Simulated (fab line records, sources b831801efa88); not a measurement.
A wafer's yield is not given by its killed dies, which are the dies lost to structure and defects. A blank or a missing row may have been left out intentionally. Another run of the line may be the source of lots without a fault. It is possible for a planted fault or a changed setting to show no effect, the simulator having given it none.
fab line records | flow gf180mcu | part 2 of 2: steps 25 to 34 of 34
record lots=5 wafers=15 last-day=34
route steps=602 shown MIM@507 M5@526 V5@540
lots with no fault: from the same line, run without faults
start-h: hours from the record's opening day to when the first of the lot's shown wafers began | wait-h: hours from the lot's prior step to this one | " repeats the value in the row above | L1.1+2: a row that stands for several wafers | - no value present, or no start provided | * or withheld: withheld | < > ~ a bound
route shown NAME@n: names a module that has steps shown in the file, with the first one's number in the route | usual: average and standard deviation across the fault-free wafers | same: alike in all rows | chamber/n: place in a boat | sites: readings site by site | _std_site: their standard deviation | _edge_site: inner sites' mean taken away from outer sites' mean | radius-mm: how far each site lies from the wafer's centre | mask NAME#n: copy n | behind: the tool/chamber that last shaped the wafer | hold: the reason the lot was held/the length of the hold in hours/how it ended | device: the transistor (n, p or np) that didn't switch | end of line: the same wafers' tests at the end of the route | for a step that has no rows: nothing shown but its recipe | killed: not the wafer's yield, but the dies lost to structure and defects at the first sort | map: the dies of a wafer, with x for killed, . for not killed, _ for no die there
set.NAME: the setting the step ran with; set.NAME@STEP: the setting that earlier step ran with | model.NAME: the simulator's own value behind a step, which no gauge read
lots seen at some steps along the route; tables by step, rows by wafer
services: a tool's chamber out of use, with start hour (start-h, from the record's first day; less than 0 if before it), hours out, and reason
## steps
# step GF_M5_PEB_05
# recipe peb-temp-c=135 peb-time-s=90 resist=KrF
# usual exhaust-pa=45.0/0.97
# columns lot.wafer tool chamber start-h wait-h exhaust-pa
L075.1 litho-track-03 0 - - 44.6
L075.3 " 0 " " 43.7
L075.6 " 0 " " 44.7
L083.1 litho-track-04 0 - - 44.1
L083.3 " 0 " " 45.1
L083.6 " 0 " " 44.6
L084.1 litho-track-01 0 - - 45.4
L084.2 " 0 " " 45.3
L084.5 " 0 " " 44.8
L091.1 litho-track-01 0 - - 45.1
L091.2 " 0 " " 44.6
L091.3 " 0 " " 43.1
L095.2 litho-track-01 0 - - 44.4
L095.3 " 0 " " 47.2
L095.6 " 0 " " 45.4
# step GF_M5_DEVELOP_06
# recipe develop-time-s=60 dev-temp-c=21
# usual exhaust-pa=45.0/0.89
# columns lot.wafer tool chamber start-h wait-h exhaust-pa
L075.1 litho-track-03 0 614.74 0.2 46.0
L075.3 " 0 " " 45.3
L075.6 " 0 " " 45.8
L083.1 litho-track-04 0 673.87 0.2 45.4
L083.3 " 0 " " 44.3
L083.6 " 0 " " 45.7
L084.1 litho-track-01 0 686.65 0.2 45.5
L084.2 " 0 " " 45.7
L084.5 " 0 " " 45.0
L091.1 litho-track-01 0 729.29 0.2 45.9
L091.2 " 0 " " 46.2
L091.3 " 0 " " 44.7
L095.2 litho-track-01 0 752.02 0.2 43.5
L095.3 " 0 " " 44.1
L095.6 " 0 " " 44.2
# step GF_M5_CD_MEAS_07
# recipe target-cd-nm=280
# usual cd-nm=279.7/1.3
# columns lot.wafer tool chamber start-h wait-h cd-nm
L075.1 cd-sem-02 - 614.89 0.1 278.6
L075.3 " - " " 280.9
L075.6 " - " " 280.0
L083.1 cd-sem-02 - 674.03 0.1 280.4
L083.3 " - " " 278.9
L083.6 " - " " 280.3
L084.1 cd-sem-02 - 686.80 0.1 279.7
L084.2 " - " " 281.4
L084.5 " - " " 278.9
L091.1 cd-sem-01 - 729.44 0.1 281.4
L091.2 " - " " 278.8
L091.3 " - " " 280.3
L095.2 cd-sem-02 - 752.16 0.1 280.4
L095.3 " - " " 280.3
L095.6 " - " " 279.8
# step GF_M5_OVL_MEAS_08
# usual M5_OVL=2/4.7
# columns lot.wafer tool chamber start-h wait-h M5_OVL[nm]
L075.1 overlay-01 - 615.01 0.1 6
L075.3 " - " " -1
L075.6 " - " " -5
L083.1 overlay-02 - 674.15 0.1 0
L083.3 " - " " 0
L083.6 " - " " -3
L084.1 overlay-02 - 686.92 0.1 -5
L084.2 " - " " 2
L084.5 " - " " -1
L091.1 overlay-01 - 729.56 0.1 0
L091.2 " - " " 2
L091.3 " - " " 6
L095.2 overlay-01 - 752.27 0.1 2
L095.3 " - " " 4
L095.6 " - " " 6
# step GF_M5_ETCH_09
# recipe chemistry=CF4/O2 target=Si3N4 target-depth-nm=52 source-w=800 bias-w=150 pressure-mtorr=150 cf4-flow-sccm=80 O2_flow_sccm=10 time-s=11.6
# usual cf4-flow-sccm=80.01/0.24 drypump-motor-current-A=5.5/0.47 oes-product-au=1.003/0.011 throttle-valve-pct=5.971/0.0082
# columns lot.wafer tool chamber start-h wait-h cf4-flow-sccm drypump-motor-current-A oes-product-au rf-hours-counter-h throttle-valve-pct
L075.1 rie-diel-01 1 615.05 0.0 80.19 4.9 0.988 1 5.966
L075.3 " 0 " " 79.92 4.8 0.985 12 5.981
L075.6 " 2 " " 80.21 5.1 0.987 - 5.963
L083.1 rie-diel-01 0 674.18 0.0 80.36 4.8 0.991 14 5.954
L083.3 " 2 " " 80.35 5.1 0.993 19 5.957
L083.6 " 2 " " 79.88 5.1 0.988 - 5.977
L084.1 rie-diel-01 2 686.95 0.0 80.06 5.1 1.009 20 5.964
L084.2 " 1 " " 80.08 4.9 1.001 4 5.985
L084.5 " 3 " " 80.12 5.5 1.009 - 5.976
L091.1 rie-diel-04 2 729.60 0.0 79.90 6.4 0.991 10 5.962
L091.2 " 0 " " 79.70 5.6 1.025 7 5.969
L091.3 " 1 " " 80.13 5.5 1.004 21 5.974
L095.2 rie-diel-01 3 752.30 0.0 80.20 5.5 1.005 31 5.974
L095.3 " 2 " " 79.54 5.1 0.986 23 5.977
L095.6 " 0 " " 79.73 4.8 0.997 - 5.959
# step GF_M5_METAL_ETCH_10
# recipe chemistry=Cl2/BCl3 mask-material=KrF target-depth-nm=750.8 stop-on=SiO2 pressure-mtorr=8 icp-w=800 bias-w=140 Cl2_flow_sccm=80 bcl3-flow-sccm=40 time-s=125.1
# usual drypump-motor-current-A=5.6/0.58 oes-product-au=0.991/0.0054 throttle-valve-pct=28.227/0.0084
# columns lot.wafer tool chamber start-h wait-h drypump-motor-current-A oes-product-au rf-hours-counter-h throttle-valve-pct
L075.1 rie-metal-02 1 615.07 0.0 5.7 0.995 13 28.225
L075.3 " 0 " " 6.5 0.993 - 28.213
L075.6 " 0 " " 6.5 0.990 - 28.219
L083.1 rie-metal-02 0 674.21 0.0 6.5 0.991 6 28.218
L083.3 " 0 " " 6.5 0.997 - 28.214
L083.6 " 0 " " 6.5 0.997 - 28.234
L084.1 rie-metal-02 1 686.97 0.0 5.7 0.989 0 28.222
L084.2 " 0 " " 6.4 0.990 7 28.234
L084.5 " 0 " " 6.5 0.991 - 28.229
L091.1 rie-metal-01 1 729.62 0.0 5.4 0.993 14 28.219
L091.2 " 0 " " 4.9 0.997 2 28.237
L091.3 " 1 " " 5.4 0.991 - 28.248
L095.2 rie-metal-04 0 752.32 0.0 6.1 0.995 10 28.235
L095.3 " 1 " " 5.0 0.997 - 28.232
L095.6 " 0 " " 6.2 0.997 - 28.215
# step GF_M5_STRIP_11
# recipe chemistry=O2/N2 power-w=1400 pressure-mtorr=1500 platen-temp-c=250 o2-flow-sccm=3000 n2-flow-sccm=300 overash-fraction=0.5
# usual drypump-motor-current-A=5.9/0.43 heater-power-w=299/20 oes-product-au=0.522/0.0054 platen-temp-c=250.00/0.17 strip-time-to-endpoint-s=7.02/0.047
# columns lot.wafer tool chamber start-h wait-h drypump-motor-current-A heater-power-w oes-product-au platen-temp-c rf-hours-counter-h strip-time-to-endpoint-s
L075.1 plasma-asher-04 1 615.20 0.1 5.0 281 0.518 249.98 95 6.97
L075.3 " 1 " " 5.1 281 0.525 250.12 - 7.01
L075.6 " 0 " " 5.7 314 0.523 250.03 - 6.98
L083.1 plasma-asher-04 0 674.46 0.2 5.7 312 0.530 249.97 102 6.96
L083.3 " 0 " " 5.7 314 0.509 250.02 - 6.95
L083.6 " 1 " " 5.0 278 0.526 250.18 - 6.99
L084.1 plasma-asher-01 1 687.10 0.1 6.1 295 0.523 249.84 60 7.05
L084.2 " 0 " " 6.1 328 0.518 249.85 60 7.01
L084.5 " 1 " " 6.1 290 0.520 249.84 - 7.02
L091.1 plasma-asher-03 0 729.75 0.1 6.4 279 0.521 250.20 93 7.07
L091.2 " 1 " " 6.0 305 0.527 250.19 93 7.01
L091.3 " 1 " " 6.0 306 0.520 250.14 - 7.08
L095.2 plasma-asher-01 0 752.45 0.1 6.1 332 0.523 250.08 69 7.01
L095.3 " 0 " " 6.1 329 0.520 249.95 - 7.05
L095.6 " 0 " " 6.1 327 0.515 249.91 - 6.99
# step GF_M5_STRIP_12
# recipe chemistry=post-etch-residue-remover time-s=1200 temp-c=72.5
# columns lot.wafer tool chamber start-h wait-h
L075.1+3+6 wet-bench-01 1 615.30 0.1
L083.1+3+6 wet-bench-03 0 674.56 0.1
L084.1+2+5 wet-bench-03 3 687.20 0.1
L091.1+2+3 wet-bench-04 0 729.85 0.1
L095.2+3+6 wet-bench-03 0 752.55 0.1
# step GF_M5_CLEAN_13
# recipe chemistry=DIW dry=n2-spin
# columns lot.wafer tool chamber start-h wait-h
L075.1+3+6 wet-bench-04 0 615.64 0.0
L083.1+3+6 wet-bench-01 0 674.91 0.0
L084.1+2+5 wet-bench-04 1 687.55 0.0
L091.1+2+3 wet-bench-03 3 730.19 0.0
L095.2+3+6 wet-bench-04 1 752.89 0.0
# step GF_V5_CVD_00
# recipe material=SiO2 target-thk-nm=300 sigma-open-frac=0.3 temp-c=400 time-s=50 sih4-flow-sccm=60 pressure-mtorr=6
# columns lot.wafer tool chamber start-h wait-h
L075.1+3+6 hdpcvd-02 0,1,1 615.73 0.0
L083.1+3+6 hdpcvd-02 0,1,2 675.00 0.0
L084.1+2+5 hdpcvd-02 1,0,0 687.65 0.0
L091.1+2+3 hdpcvd-01 0,1,2 730.29 0.0
L095.2+3+6 hdpcvd-02 0,2,0 752.99 0.0
## services
# columns tool chamber start-h hours kind
pvd-sputter-02 - 548.33 4.6 repair
rie-metal-02 0 562.83 6.4 repair
krf-scanner-02 - 562.94 0.4 repair
pvd-sputter-02 - 583.26 6.2 repair
pvd-sputter-03 - 593.78 9.8 repair
pecvd-02 - 601.20 2.8 pm
rie-metal-03 - 612.71 2.8 pm
krf-scanner-02 - 615.74 0.2 repair
hdpcvd-02 - 619.81 5.4 repair
rie-diel-01 - 622.19 1.2 repair
pecvd-02 - 642.57 0.9 repair
plasma-asher-01 - 644.51 0.7 repair
pecvd-02 - 669.58 2.2 repair
pvd-sputter-02 - 686.10 3.9 repair
iline-stepper-02 - 694.08 4.2 repair
iline-stepper-02 - 699.88 1.7 pm
pecvd-02 - 702.86 0.8 repair
hdpcvd-02 - 714.81 1.2 repair
rie-diel-01 - 715.86 0.4 repair
pecvd-02 1 721.72 8.7 repair
hdpcvd-02 1 726.77 16.1 repair
hdpcvd-02 - 728.41 0.7 repair
pvd-sputter-02 - 731.42 4.7 repair
rie-metal-02 - 751.38 0.2 repair
